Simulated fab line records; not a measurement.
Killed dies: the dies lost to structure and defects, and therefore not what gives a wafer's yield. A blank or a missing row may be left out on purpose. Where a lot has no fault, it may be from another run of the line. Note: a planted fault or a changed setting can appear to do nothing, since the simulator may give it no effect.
What tool caused it? / flow sky130 / 41 wafers from 14 lots sampled at 2 of the route's 708 steps

WHAT THE GAUGES SHOWED, per wafer
SKY_LI_CONTACT_BOW_MEAS_03. Usual: LI_CONTACT_BOW 55 um, standard deviation 6.3.
lot=L791; measured=day 28 04:45; on=film metro-01; LI_CONTACT_BOW (um)=48 59 50; flag=
lot=L792; measured=day 28 10:41; on=film metro-01; LI_CONTACT_BOW (um)=58 47 46; flag=
lot=L793; measured=day 29 00:02; on=film metro-03; LI_CONTACT_BOW (um)=62 50 41; flag=
lot=L794; measured=day 29 06:56; on=film metro-01; LI_CONTACT_BOW (um)=55 50 46; flag=
lot=L795; measured=day 29 17:11; on=film metro-03; LI_CONTACT_BOW (um)=56 54 61; flag=
lot=L796; measured=day 30 00:08; on=film metro-03; LI_CONTACT_BOW (um)=66 46 60; flag=
lot=L797; measured=day 30 12:08; on=film metro-03; LI_CONTACT_BOW (um)=47 52 45; flag=
lot=L798; measured=day 30 18:08; on=film metro-02; LI_CONTACT_BOW (um)=63 39 65; flag=
lot=L799; measured=day 30 20:59; on=film metro-03; LI_CONTACT_BOW (um)=63 57 53; flag=
lot=L800; measured=day 31 07:11; on=film metro-01; LI_CONTACT_BOW (um)=48 51 50; flag=
lot=L803; measured=day 32 11:02; on=film metro-03; LI_CONTACT_BOW (um)=54 60 57; flag=
lot=L804; measured=day 32 11:18; on=film metro-01; LI_CONTACT_BOW (um)=54 50 56; flag=
lot=L810; measured=day 34 07:29; on=film metro-02; LI_CONTACT_BOW (um)=49 59; flag=
lot=L813; measured=day 36 14:10; on=film metro-03; LI_CONTACT_BOW (um)=52 57 60; flag=

WHAT TOOL EACH LOT RAN ON (gives the tool, then ch and the chambers of the sampled wafers, and finally the start)
lot=L791; SKY_POLY_GATE_ETCH_17=rie si-01 ch 2,3, day 16 16:34
lot=L792; SKY_POLY_GATE_ETCH_17=rie si-01 ch 0,3, day 16 22:37
lot=L793; SKY_POLY_GATE_ETCH_17=rie si-01 ch 0,2,3, day 17 11:47
lot=L794; SKY_POLY_GATE_ETCH_17=rie si-02 ch 0,1,2, day 17 20:46
lot=L795; SKY_POLY_GATE_ETCH_17=rie si-02 ch 0,1,3, day 18 04:19
lot=L796; SKY_POLY_GATE_ETCH_17=rie si-01 ch 0,1,3, day 18 13:28
lot=L797; SKY_POLY_GATE_ETCH_17=rie si-02 ch 0,1, day 18 22:58
lot=L798; SKY_POLY_GATE_ETCH_17=rie si-01 ch 0,2,3, day 19 11:17
lot=L799; SKY_POLY_GATE_ETCH_17=rie si-02 ch 0,1,2, day 19 14:56
lot=L800; SKY_POLY_GATE_ETCH_17=rie si-01 ch 1,2,3, day 19 22:25
lot=L803; SKY_POLY_GATE_ETCH_17=rie si-01 ch 0,1,2, day 21 05:38
lot=L804; SKY_POLY_GATE_ETCH_17=rie si-02 ch 1,2,3, day 21 09:23
lot=L810; SKY_POLY_GATE_ETCH_17=rie si-02 ch 2,3, day 23 13:02
lot=L813; SKY_POLY_GATE_ETCH_17=rie si-01 ch 1,3, day 25 11:08
- SKY_POLY_GATE_ETCH_17: etches poly-Si in HBr/Cl2, stops on SiO2, target depth 180 nm, time 70.5 s.

AS READ BY THE TOOLS THEMSELVES (means over the sampled wafers that have a number; for cases with no such wafer, the mark the record gives instead)
SKY_POLY_GATE_ETCH_17. Usual: chamber pressure mTorr 10.001 mTorr (standard deviation 0.0089); drypump motor current A 5.8 A (standard deviation 0.41); he backside leak sccm 2.65 sccm (standard deviation 0.23); mfc cl2 sccm 50.01 sccm (standard deviation 0.14); oes product au 0.985 a.u. (standard deviation 0.0098); run length s 98.9 s (standard deviation 0.36); throttle valve pct 33.683 % (standard deviation 0.0083).
lot=L791; tool=rie si-01; chamber pressure mTorr (mTorr)=9.994; drypump motor current A (A)=5.9; he backside leak sccm (sccm)=2.65; mfc cl2 sccm (sccm)=50.02; oes product au (a.u.)=0.976; run length s (s)=98.8; throttle valve pct (%)=33.681; flag=
lot=L792; tool=rie si-01; chamber pressure mTorr (mTorr)=10.007; drypump motor current A (A)=5.9; he backside leak sccm (sccm)=2.41; mfc cl2 sccm (sccm)=49.87; oes product au (a.u.)=0.982; run length s (s)=99.1; throttle valve pct (%)=33.678; flag=
lot=L793; tool=rie si-01; chamber pressure mTorr (mTorr)=9.999; drypump motor current A (A)=6.0; he backside leak sccm (sccm)=2.60; mfc cl2 sccm (sccm)=50.06; oes product au (a.u.)=0.979; run length s (s)=98.9; throttle valve pct (%)=33.685; flag=
lot=L794; tool=rie si-02; chamber pressure mTorr (mTorr)=10.000; drypump motor current A (A)=5.6; he backside leak sccm (sccm)=2.78; mfc cl2 sccm (sccm)=50.16; oes product au (a.u.)=0.980; run length s (s)=98.6; throttle valve pct (%)=33.679; flag=
lot=L795; tool=rie si-02; chamber pressure mTorr (mTorr)=9.998; drypump motor current A (A)=5.6; he backside leak sccm (sccm)=2.61; mfc cl2 sccm (sccm)=49.99; oes product au (a.u.)=0.983; run length s (s)=98.9; throttle valve pct (%)=33.682; flag=
lot=L796; tool=rie si-01; chamber pressure mTorr (mTorr)=10.009; drypump motor current A (A)=5.8; he backside leak sccm (sccm)=2.56; mfc cl2 sccm (sccm)=49.95; oes product au (a.u.)=0.975; run length s (s)=99.1; throttle valve pct (%)=33.687; flag=
lot=L797; tool=rie si-02; chamber pressure mTorr (mTorr)=10.003; drypump motor current A (A)=5.3; he backside leak sccm (sccm)=2.59; mfc cl2 sccm (sccm)=50.06; oes product au (a.u.)=0.987; run length s (s)=98.6; throttle valve pct (%)=33.686; flag=
lot=L798; tool=rie si-01; chamber pressure mTorr (mTorr)=9.999; drypump motor current A (A)=6.0; he backside leak sccm (sccm)=2.57; mfc cl2 sccm (sccm)=49.96; oes product au (a.u.)=0.980; run length s (s)=99.0; throttle valve pct (%)=33.676; flag=
lot=L799; tool=rie si-02; chamber pressure mTorr (mTorr)=10.006; drypump motor current A (A)=5.6; he backside leak sccm (sccm)=2.76; mfc cl2 sccm (sccm)=50.19; oes product au (a.u.)=0.990; run length s (s)=98.8; throttle valve pct (%)=33.683; flag=
lot=L800; tool=rie si-01; chamber pressure mTorr (mTorr)=9.996; drypump motor current A (A)=5.7; he backside leak sccm (sccm)=2.76; mfc cl2 sccm (sccm)=49.94; oes product au (a.u.)=0.986; run length s (s)=98.8; throttle valve pct (%)=33.691; flag=
lot=L803; tool=rie si-01; chamber pressure mTorr (mTorr)=9.995; drypump motor current A (A)=5.9; he backside leak sccm (sccm)=2.67; mfc cl2 sccm (sccm)=49.99; oes product au (a.u.)=0.976; run length s (s)=99.1; throttle valve pct (%)=33.685; flag=
lot=L804; tool=rie si-02; chamber pressure mTorr (mTorr)=10.007; drypump motor current A (A)=5.9; he backside leak sccm (sccm)=2.73; mfc cl2 sccm (sccm)=49.95; oes product au (a.u.)=0.992; run length s (s)=98.7; throttle valve pct (%)=33.684; flag=
lot=L810; tool=rie si-02; chamber pressure mTorr (mTorr)=9.989; drypump motor current A (A)=5.7; he backside leak sccm (sccm)=2.87; mfc cl2 sccm (sccm)=50.21; oes product au (a.u.)=0.991; run length s (s)=98.7; throttle valve pct (%)=33.684; flag=
lot=L813; tool=rie si-01; chamber pressure mTorr (mTorr)=10.004; drypump motor current A (A)=5.6; he backside leak sccm (sccm)=2.78; mfc cl2 sccm (sccm)=50.03; oes product au (a.u.)=0.967; run length s (s)=98.9; throttle valve pct (%)=33.691; flag=

THE ANSWER, worked out from the rows above alone
Rule: take the mean of a lot's wafers that have a number; if it is more than 3 standard deviations from the usual mean, the lot is off. Also off: a lot with no number at a reading for which 4 or more lots have one. Any other lot the step has rows for is counted as sound. Order of review: gauges by route order, followed by the tools' own readings, for which a lot's mean as printed above is used. The first step at which some lot is off is used, and at that step the reading that is off furthest; a lot without a number counts as furthest.
Across all readings shown, no lot is off: no conclusion can be drawn from this.

WHAT THE SIMULATOR HAD PUT IN
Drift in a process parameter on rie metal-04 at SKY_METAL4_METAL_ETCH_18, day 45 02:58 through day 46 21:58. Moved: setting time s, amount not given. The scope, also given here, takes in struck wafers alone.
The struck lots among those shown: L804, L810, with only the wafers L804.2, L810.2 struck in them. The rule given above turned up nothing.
